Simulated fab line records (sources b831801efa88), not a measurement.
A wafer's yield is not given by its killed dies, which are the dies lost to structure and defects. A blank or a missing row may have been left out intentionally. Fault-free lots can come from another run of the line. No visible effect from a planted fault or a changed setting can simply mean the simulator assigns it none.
fab line records	flow sky130
record: lots: 5	wafers: 15	last_day: 49
route steps=708 shown VIA1@461 METAL2@483 PAD_OPEN@708
lots that met no fault: from a run of the same line without faults
start_h: hours from the record's first day to the start of the lot's first wafer shown	wait_h: hours since the lot's step before	" as in the row above	L1.1+2: a row that stands for several wafers	- no value, or no start given	* or withheld: withheld	< > ~ a bound
route shown NAME@n: a module of which the file shows steps, and the number in the route of the first	usual: mean/standard deviation taken from wafers without a fault	same: alike in all rows	chamber/n: place in a boat	sites: per-site readings	_std_site: standard deviation of those values	_edge_site: inner sites' mean taken away from outer sites' mean	radius_mm: for every site, how far away it sits from the centre of the wafer	mask NAME#n: copy n	behind: the tool/chamber that last shaped the wafer	hold: reason for holding the lot/hours on hold/outcome of the hold	device: names the non-switching transistor (n, p or np)	end of line: tests run on the same wafers once the route is complete	a step without rows: its recipe alone	killed: count of dies lost to structure and defects at first sort (not the wafer's yield)	map: a wafer's dies, marking killed ones x, the rest . and places with no die _
set.NAME: the run value of the setting; set.NAME@STEP: its run value at that earlier step	model.NAME: the simulator's own value behind a step, which no gauge read
lots at some steps of the route; a table a step, a row a wafer
services: a tool's chamber out of use, with start hour (start_h, from the record's first day; less than 0 if before it), hours out, and reason
== steps ==
step: SKY_VIA1_BOW_MEAS_03
recipe: mode: bow
usual: VIA1_BOW: 79/6.6
lot.wafer	tool	chamber	start_h	wait_h	VIA1_BOW[um]
L134.1	film_metro-04	-	766.03	0.2	77
L134.2	"	-	"	"	77
L134.3	"	-	"	"	75
L136.2	film_metro-03	-	778.76	0.1	76
L136.3	"	-	"	"	75
L136.6	"	-	"	"	78
L142.1	film_metro-01	-	839.10	0.2	73
L142.4	"	-	"	"	85
L142.5	"	-	"	"	85
L147.1	film_metro-03	-	870.12	0.1	71
L147.3	"	-	"	"	77
L147.6	"	-	"	"	86
L149.1	film_metro-04	-	886.19	0.1	79
L149.2	"	-	"	"	89
L149.5	"	-	"	"	89
step: SKY_VIA1_DEHYDRATE_04
recipe: temp_c: 200	time_s: 60
step: SKY_VIA1_HMDS_05
recipe: prime_time_s: 60	prime_temp_c: 120
step: SKY_VIA1_COAT_06
recipe: resist: BARC	temp_c: withheld	time_s: withheld	spin_rpm: 3000	resist_thk_nm: 60
step: SKY_VIA1_COAT_07
recipe: resist: KrF-thick	spin_rpm: 3000	resist_thk_nm: 450
step: SKY_VIA1_SOFTBAKE_08
recipe: temp_c: 100	time_s: 90	resist: KrF-thick
step: SKY_VIA1_EXPOSE_09
recipe: mask_id: VIM	na: 0.8	source_shape: annular	sigma_inner: 0.55	sigma_outer: 0.85	target_cd_nm: 150	dose_mj: 38
step: SKY_VIA1_PEB_10
recipe: peb_temp_c: withheld	peb_time_s: withheld	resist: KrF-thick
step: SKY_VIA1_DEVELOP_11
recipe: develop_time_s: 60	resist: KrF-thick	dev_temp_c: 21
step: SKY_VIA1_CD_MEAS_12
recipe: target_cd_nm: 150
usual: cd_nm: 149.9/2.1
lot.wafer	tool	chamber	start_h	wait_h	cd_nm
L134.1	cd_sem-02	-	793.67	-	151.1
L134.2	"	-	"	"	151.9
L134.3	"	-	"	"	152.0
L136.2	cd_sem-01	-	804.97	-	151.6
L136.3	"	-	"	"	150.1
L136.6	"	-	"	"	151.0
L142.1	cd_sem-02	-	864.72	-	149.2
L142.4	"	-	"	"	151.0
L142.5	"	-	"	"	149.9
L147.1	cd_sem-01	-	896.17	-	150.4
L147.3	"	-	"	"	149.8
L147.6	"	-	"	"	149.6
L149.1	cd_sem-02	-	911.52	-	153.5
L149.2	"	-	"	"	154.4
L149.5	"	-	"	"	152.5
step: SKY_VIA1_OVL_MEAS_13
usual: VIA1_OVL: -3/5.6
lot.wafer	tool	chamber	start_h	wait_h	VIA1_OVL[nm]
L134.1	overlay-02	-	793.79	0.1	-1
L134.2	"	-	"	"	1
L134.3	"	-	"	"	2
L136.2	overlay-02	-	805.08	0.1	0
L136.3	"	-	"	"	-9
L136.6	"	-	"	"	0
L142.1	overlay-02	-	864.84	0.1	-10
L142.4	"	-	"	"	-10
L142.5	"	-	"	"	0
L147.1	overlay-02	-	896.29	0.1	-4
L147.3	"	-	"	"	-7
L147.6	"	-	"	"	-7
L149.1	overlay-01	-	911.64	0.1	1
L149.2	"	-	"	"	-10
L149.5	"	-	"	"	-7
step: SKY_VIA1_ETCH_14
recipe: chemistry: N2/H2	target: BARC	ion_energy_ev: 200	source_w: 500	bias_w: 100	pressure_mtorr: 30	n2_flow_sccm: 100	h2_flow_sccm: 200	stop_on: SiO2	time_s: 45.9	target_depth_a: 600
usual: chamber_pressure_mTorr: 30.002/0.024	drypump_motor_current_A: 5.7/0.46	oes_product_au: 0.855/0.005	throttle_valve_pct: 13.225/0.0093
lot.wafer	tool	chamber	start_h	wait_h	chamber_pressure_mTorr	drypump_motor_current_A	oes_product_au	rf_hours_counter_h	throttle_valve_pct
L134.1	rie_diel-03	1	793.83	0.0	30.020	6.4	0.848	10	13.242
L134.2	"	3	"	"	30.037	5.2	0.855	3	13.237
L134.3	"	2	"	"	29.965	5.9	0.854	5	13.216
L136.2	rie_diel-01	2	805.11	0.0	30.005	5.2	0.855	15	13.229
L136.3	"	0	"	"	30.043	5.4	0.849	14	13.219
L136.6	"	0	"	"	29.991	5.3	0.854	-	13.225
L142.1	rie_diel-03	3	864.88	0.0	30.016	5.2	0.856	5	13.226
L142.4	"	1	"	"	30.006	6.4	0.857	11	13.211
L142.5	"	1	"	"	30.025	6.4	0.861	-	13.213
L147.1	rie_diel-02	2	896.33	0.0	30.021	6.5	0.861	3	13.232
L147.3	"	1	"	"	30.011	5.6	0.850	23	13.222
L147.6	"	2	"	"	29.999	6.5	0.864	-	13.215
L149.1	rie_diel-01	2	911.68	0.0	30.046	5.3	0.852	18	13.236
L149.2	"	1	"	"	29.949	5.7	0.859	4	13.215
L149.5	"	1	"	"	30.002	5.7	0.854	-	13.218
step: SKY_VIA1_ETCH_15
recipe: target: SiO2	chemistry: C4F8/O2/Ar	target_depth_nm: 351	stop_on: TiN	mask_material: KrF-thick	source_w: 1500	bias_w: 1200	pressure_mtorr: 40	c4f8_flow_sccm: withheld	O2_flow_sccm: 6	Ar_flow_sccm: 300	time_s: 54
usual: chamber_pressure_mTorr: 39.99/0.033	oes_product_au: 0.981/0.005
lot.wafer	tool	chamber	start_h	wait_h	chamber_pressure_mTorr	oes_product_au	rf_hours_counter_h	model.VIA1.feature_depth_nm	model.etch.depth_nm	model.KrF-thick_of_VIA1_COAT_07.thk_nm
L134.1	rie_diel-03	1	793.87	0.0	40.02	0.986	10	344.7	344.7	321.8
L134.2	"	3	"	"	39.96	0.987	4	345.2	345.2	321.9
L134.3	"	2	"	"	40.01	0.986	5	345.7	345.7	322.2
L136.2	rie_diel-01	2	805.15	0.0	40.00	0.982	15	343.6	343.6	324.9
L136.3	"	0	"	"	39.95	0.980	14	344.4	344.4	325.6
L136.6	"	0	"	"	40.00	0.981	-	344.2	344.2	325.7
L142.1	rie_diel-03	3	864.92	0.0	40.03	0.975	5	344.6	344.6	324
L142.4	"	1	"	"	39.96	0.989	11	343.7	343.7	323.7
L142.5	"	1	"	"	40.01	0.692	-	180.4	180.4	358.8
L147.1	rie_diel-02	2	896.37	0.0	39.95	0.980	3	343.8	343.8	324.9
L147.3	"	1	"	"	39.99	0.980	23	344.9	344.9	324.2
L147.6	"	2	"	"	40.01	0.982	-	345.1	345.1	324.1
L149.1	rie_diel-01	2	911.72	0.0	39.94	0.984	18	345.2	345.2	325.1
L149.2	"	1	"	"	39.99	0.977	4	344.8	344.8	321.8
L149.5	"	1	"	"	40.02	0.977	-	343.3	343.3	321.5
step: SKY_VIA1_STRIP_16
recipe: chemistry: O2/N2	power_w: 1400	pressure_mtorr: 1500	platen_temp_c: withheld	o2_flow_sccm: 3000	n2_flow_sccm: 300	overash_fraction: 0.5
usual: chamber_pressure_mTorr: 1499.8/1.3	drypump_motor_current_A: 5.4/0.39	oes_product_au: 0.416/0.0044	strip_time_to_endpoint_s: 4.464/0.018
lot.wafer	tool	chamber	start_h	wait_h	chamber_pressure_mTorr	drypump_motor_current_A	oes_product_au	rf_hours_counter_h	strip_time_to_endpoint_s
L134.1	plasma_asher-03	0	793.91	0.0	1500.2	5.6	0.413	35	4.442
L134.2	"	1	"	"	1498.5	5.6	0.420	35	4.471
L134.3	"	1	"	"	1498.5	5.6	0.421	-	4.451
L136.2	plasma_asher-01	1	805.20	0.0	1499.2	5.5	0.412	6	4.489
L136.3	"	1	"	"	1500.8	5.5	0.415	-	4.496
L136.6	"	1	"	"	1499.8	5.5	0.421	-	4.480
L142.1	plasma_asher-01	0	864.96	0.0	1499.3	5.6	0.417	12	4.466
L142.4	"	0	"	"	1499.1	5.6	0.410	-	4.476
L142.5	"	0	"	"	1497.5	5.6	0.426	-	4.847
L147.1	plasma_asher-01	0	896.41	0.0	1502.0	5.6	0.425	15	4.506
L147.3	"	0	"	"	1500.9	5.6	0.414	-	4.488
L147.6	"	1	"	"	1499.8	5.5	0.418	-	4.464
L149.1	plasma_asher-01	1	911.76	0.0	1498.5	5.5	0.427	17	4.462
L149.2	"	0	"	"	1500.4	5.6	0.411	17	4.447
L149.5	"	1	"	"	1499.6	5.5	0.421	-	4.428
step: SKY_VIA1_STRIP_17
recipe: chemistry: post_etch_residue_remover	time_s: 1200	temp_c: 72.5
step: SKY_VIA1_CLEAN_18
recipe: chemistry: IPA	time_s: 180	temp_c: 25
step: SKY_VIA1_CLEAN_19
recipe: chemistry: O3/DIW	dry: n2_spin
step: SKY_VIA1_SPUTTER_20
recipe: material: TiN	target_thk_nm: 20	chamber_pressure_pa: 5	power_w: 4000	time_s: 80
usual: throttle_valve_pct: 30.6/1.1
lot.wafer	tool	chamber	start_h	wait_h	throttle_valve_pct
L134.1	pvd_sputter-03	-	794.54	0.0	32.0
L134.2	"	-	"	"	32.2
L134.3	"	-	"	"	30.2
L136.2	pvd_sputter-01	-	805.79	0.0	29.9
L136.3	"	-	"	"	30.8
L136.6	"	-	"	"	31.9
L142.1	pvd_sputter-02	-	865.56	0.0	29.7
L142.4	"	-	"	"	29.0
L142.5	"	-	"	"	29.9
L147.1	pvd_sputter-01	-	897.35	0.0	30.8
L147.3	"	-	"	"	29.4
L147.6	"	-	"	"	29.3
L149.1	pvd_sputter-03	-	912.45	0.0	32.3
L149.2	"	-	"	"	30.0
L149.5	"	-	"	"	31.9
step: SKY_VIA1_CVD_21
recipe: material: W	target_thk_nm: 270	time_s: 80.902	temp_c: 400	pressure_torr: 40
usual: heater_power_w: 844/72
lot.wafer	tool	chamber	start_h	wait_h	heater_power_w
L134.1	cvd_w-02	1	794.60	0.0	872
L134.2	"	0	"	"	737
L134.3	"	1	"	"	897
L136.2	cvd_w-02	1	805.86	0.0	870
L136.3	"	1	"	"	883
L136.6	"	1	"	"	897
L142.1	cvd_w-02	0	865.62	0.0	719
L142.4	"	1	"	"	898
L142.5	"	0	"	"	733
L147.1	cvd_w-02	0	897.41	0.0	747
L147.3	"	0	"	"	757
L147.6	"	0	"	"	758
L149.1	cvd_w-02	0	912.59	0.1	748
L149.2	"	1	"	"	916
L149.5	"	1	"	"	892
step: SKY_VIA1_CMP_24
recipe: stop_on: SiO2	t_overpolish_s: 15	down_force_psi: 3.5	platen_rpm: 60	target_thk_nm: 0	pad_velocity_m_s: 0.94248
usual: head_pressure_psi: 3.500/0.0074	motor_current_A: 11.2/0.71
lot.wafer	tool	chamber	start_h	wait_h	head_pressure_psi	motor_current_A
L134.3	cmp-02	3	794.88	0.0	3.505	11.7
L134.1	"	1	"	"	3.500	10.6
L134.2	"	2	"	"	3.492	10.6
L136.2	cmp-02	1	806.23	0.1	3.491	10.9
L136.3	"	2	"	"	3.504	11.3
L136.6	"	0	"	"	3.500	12.0
L142.1	cmp-01	3	865.94	0.1	3.500	11.3
L142.4	"	1	"	"	3.495	11.2
L142.5	"	2	"	"	3.499	10.8
L147.3	cmp-01	2	897.69	0.0	3.494	10.6
L147.1	"	3	"	"	3.483	11.1
L147.6	"	3	"	"	3.483	11.1
L149.1	cmp-01	1	913.07	0.3	3.510	11.3
L149.2	"	3	"	"	3.500	11.3
L149.5	"	2	"	"	3.506	10.7
step: SKY_METAL2_SPUTTER_00
recipe: material: Ti	target_thk_nm: 15	power_w: 3000	time_s: 10	chamber_pressure_pa: 0.4
usual: throttle_valve_pct: 30.2/0.9
lot.wafer	tool	chamber	start_h	wait_h	throttle_valve_pct
L134.1	pvd_sputter-01	-	795.18	0.1	30.5
L134.2	"	-	"	"	29.1
L134.3	"	-	"	"	29.8
L136.2	pvd_sputter-02	-	806.43	0.1	31.3
L136.3	"	-	"	"	29.9
L136.6	"	-	"	"	28.9
L142.1	pvd_sputter-04	-	866.19	0.2	30.3
L142.4	"	-	"	"	29.1
L147.1	pvd_sputter-04	-	897.99	0.2	30.0
L147.3	"	-	"	"	30.1
L147.6	"	-	"	"	30.7
L149.1	pvd_sputter-02	-	913.37	0.2	28.8
L149.2	"	-	"	"	29.8
L149.5	"	-	"	"	29.6
step: SKY_METAL2_SPUTTER_01
recipe: material: TiN	target_thk_nm: 20	power_w: 6500	time_s: 16.7	chamber_pressure_pa: 0.4
usual: throttle_valve_pct: 30.2/0.9
lot.wafer	tool	chamber	start_h	wait_h	throttle_valve_pct
L134.1	pvd_sputter-01	-	795.20	0.0	30.8
L134.2	"	-	"	"	29.2
L134.3	"	-	"	"	29.8
L136.2	pvd_sputter-02	-	806.45	0.0	31.6
L136.3	"	-	"	"	29.7
L136.6	"	-	"	"	28.7
L142.1	pvd_sputter-04	-	866.22	0.0	29.7
L142.4	"	-	"	"	29.3
L147.1	pvd_sputter-04	-	898.01	0.0	29.7
L147.3	"	-	"	"	30.4
L147.6	"	-	"	"	30.9
L149.1	pvd_sputter-02	-	913.40	0.0	28.9
L149.2	"	-	"	"	29.7
L149.5	"	-	"	"	29.8
step: SKY_METAL2_SPUTTER_02
recipe: material: AlCu	target_thk_nm: 250	power_w: 10600	time_s: 13.3	chamber_pressure_pa: 0.4
usual: throttle_valve_pct: 30.2/0.92
lot.wafer	tool	chamber	start_h	wait_h	throttle_valve_pct
L134.1	pvd_sputter-01	-	795.22	0.0	30.7
L134.2	"	-	"	"	28.9
L134.3	"	-	"	"	29.9
L136.2	pvd_sputter-02	-	806.48	0.0	31.4
L136.3	"	-	"	"	29.9
L136.6	"	-	"	"	28.7
L142.1	pvd_sputter-04	-	866.24	0.0	29.8
L142.4	"	-	"	"	29.2
L147.1	pvd_sputter-04	-	898.03	0.0	29.9
L147.3	"	-	"	"	30.3
L147.6	"	-	"	"	30.7
L149.1	pvd_sputter-02	-	913.42	0.0	28.9
L149.2	"	-	"	"	29.8
L149.5	"	-	"	"	29.9
step: SKY_PAD_OPEN_PROBE_99
lot.wafer	tool	chamber	start_h	wait_h	model.etest.cap_thick_oxide.under_floor	model.etest.sram_nfet_pass.under_floor	model.etest.pfet_01v8_lvt.under_floor	model.etest.cap_li_to_poly.open	model.etest.nfet_16v.under_floor	model.etest.iso_ndiff_nwell.under_floor	model.etest.diode_dnwell_sub.under_floor	model.etest.licon_high_po.open
L134.1+2+3	prober-02	-	1077.94	0.1	0	0	0	0	0	0	0	0
L136.2+3+6	prober-01	-	1088.27	0.1	0	0	0	0	0	0	0	0
L142.1+4	prober-02	-	1137.29	0.1	0	0	0	0	0	0	0	0
L142.5	prober-02	-	1137.49	0.2	1	1	1	1	1	1	1	1
L147.1+3+6	prober-01	-	1159.54	0.1	0	0	0	0	0	0	0	0
L149.1+2+5	prober-02	-	1168.15	0.1	0	0	0	0	0	0	0	0
killed by level:class
L134.1 FIELD_ISO:geometric_particle:short=10 VIA1:geometric_particle:open=9 VIA1:geometric_particle:short=8 FIELD_ISO:geometric_particle:open=7 LI_CONTACT:geometric_particle:open=7 CONTACT:geometric_particle:open=7 VIA2:geometric_particle:open=7 METAL2:geometric_particle:short=7
L134.2 VIA1:geometric_particle:open=12 VIA2:geometric_particle:open=11 CONTACT:geometric_particle:open=9 METAL1:geometric_particle:short=7 FIELD_ISO:geometric_particle:open=6 VIA1:geometric_particle:short=6 POLY_GATE:geometric_particle:open=5 METAL2:geometric_particle:short=5
L134.3 VIA1:geometric_particle:open=13 VIA2:geometric_particle:open=9 METAL2:geometric_particle:short=8 CONTACT:geometric_particle:open=7 POLY_GATE:geometric_particle:open=6 METAL1:geometric_particle:short=5 FIELD_ISO:geometric_particle:open=4 LI_CONTACT:geometric_particle:open=4
L136.2 CONTACT:geometric_particle:open=10 METAL1:geometric_particle:short=8 VIA2:geometric_particle:open=7 VIA1:geometric_particle:open=7 METAL2:geometric_particle:short=7 VIA1:geometric_particle:short=6 VIA2:geometric_particle:short=6 LI_CONTACT:geometric_particle:open=5
L136.3 CONTACT:geometric_particle:open=11 VIA2:geometric_particle:open=7 FIELD_ISO:geometric_particle:open=6 VIA1:geometric_particle:open=6 LOCAL_INTERCONNECT:geometric_particle:short=5 METAL1:geometric_particle:short=5 VIA3:geometric_particle:open=5 LI_CONTACT:geometric_particle:short=3
L136.6 CONTACT:geometric_particle:open=13 VIA3:geometric_particle:open=7 LOCAL_INTERCONNECT:geometric_particle:short=7 METAL1:geometric_particle:short=7 VIA2:geometric_particle:open=7 FIELD_ISO:geometric_particle:short=5 VIA1:geometric_particle:open=5 VIA3:geometric_particle:short=4
L147.1 CONTACT:geometric_particle:open=8 POLY_GATE:geometric_particle:open=7 LI_CONTACT:geometric_particle:open=6 VIA1:geometric_particle:short=6 VIA1:geometric_particle:open=6 FIELD_ISO:geometric_particle:open=5 VIA3:geometric_particle:open=5 VIA2:geometric_particle:open=5
L147.3 VIA1:geometric_particle:open=12 LI_CONTACT:geometric_particle:open=10 CONTACT:geometric_particle:open=8 POLY_GATE:geometric_particle:short=8 VIA1:geometric_particle:short=8 FIELD_ISO:geometric_particle:open=7 POLY_GATE:geometric_particle:open=6 VIA2:geometric_particle:open=6
L147.6 VIA1:geometric_particle:open=10 LI_CONTACT:geometric_particle:open=9 METAL4:geometric_particle:short=7 VIA3:geometric_particle:open=7 VIA2:geometric_particle:open=7 CONTACT:geometric_particle:open=7 FIELD_ISO:geometric_particle:short=6 METAL1:geometric_particle:short=6
L149.1 VIA1:geometric_particle:open=11 LI_CONTACT:geometric_particle:open=10 METAL1:geometric_particle:short=9 VIA1:geometric_particle:short=7 VIA3:geometric_particle:open=7 CONTACT:geometric_particle:open=6 METAL2:geometric_particle:short=6 FIELD_ISO:geometric_particle:open=5
L149.2 CONTACT:geometric_particle:open=11 VIA1:geometric_particle:open=10 POLY_GATE:geometric_particle:short=7 LI_CONTACT:geometric_particle:open=6 VIA2:geometric_particle:short=5 VIA3:geometric_particle:open=5 FIELD_ISO:geometric_particle:open=4 LOCAL_INTERCONNECT:geometric_particle:short=4
L149.5 CONTACT:geometric_particle:open=10 VIA1:geometric_particle:open=9 FIELD_ISO:geometric_particle:short=8 VIA3:geometric_particle:open=7 VIA2:geometric_particle:open=6 LI_CONTACT:geometric_particle:open=5 METAL1:geometric_particle:short=5 VIA2:geometric_particle:short=5
== services ==
tool	chamber	start_h	hours	kind
pvd_sputter-03	-	773.69	4.9	repair
rie_diel-02	2	779.78	-	clean
rie_diel-02	2	779.78	22.4	scheduled_down
rie_diel-02	2	779.78	22.4	vent_cycle
plasma_asher-01	-	793.08	2.8	pm
plasma_asher-03	-	827.67	14.6	pm
rie_diel-02	2	868.05	2.7	repair
rie_diel-02	-	869.02	0.4	repair
rie_diel-03	0	869.24	8.0	repair
rie_diel-03	-	898.13	2.8	pm
pvd_sputter-01	-	901.78	2.0	repair
pvd_sputter-04	-	904.16	0.9	repair
cmp-02	-	912.00	4.0	pm
== key ==
first_sign: step: SKY_VIA1_ETCH_15	reading: oes_product_au	direction: down	sigmas: 57	usual: 0.981	struck: 0.692
effect: step: SKY_VIA1_STRIP_16	reading: strip_time_to_endpoint_s	direction: up	sigmas: 22	usual: *	struck: *
effect: step: SKY_METAL2_SPUTTER_00	reading: visit	direction: missing
effect: step: SKY_METAL2_SPUTTER_01	reading: visit	direction: missing
effect: step: SKY_METAL2_SPUTTER_02	reading: visit	direction: missing
model_effect: step: SKY_VIA1_ETCH_15	value: VIA1.feature_depth_nm	without: 343.6	struck: 180.4
model_effect: step: SKY_PAD_OPEN_PROBE_99	value: etest.cap_thick_oxide.under_floor	without: 0	struck: 1
met_at SKY_VIA1_ETCH_15
struck_wafers L142.5
later_rows_left_out L142.5
sort_left_out L142.5
onset_between 793.87 864.92
fault: kind: process_parameter_drift	tool: rie_diel-03	chamber: -	onset_h: 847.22	steps: SKY_VIA1_ETCH_15	channel: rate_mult	offset: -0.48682	shape: step	end_h: 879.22	scope: struck_wafers_only
sort_left_out: the simulated sort isn't trusted on such a fault, so these wafers' sort isn't shown, and their yield isn't known
later_rows_left_out: the simulator's readings of these wafers behind a module that went badly wrong aren't trusted and aren't shown, but for the sort
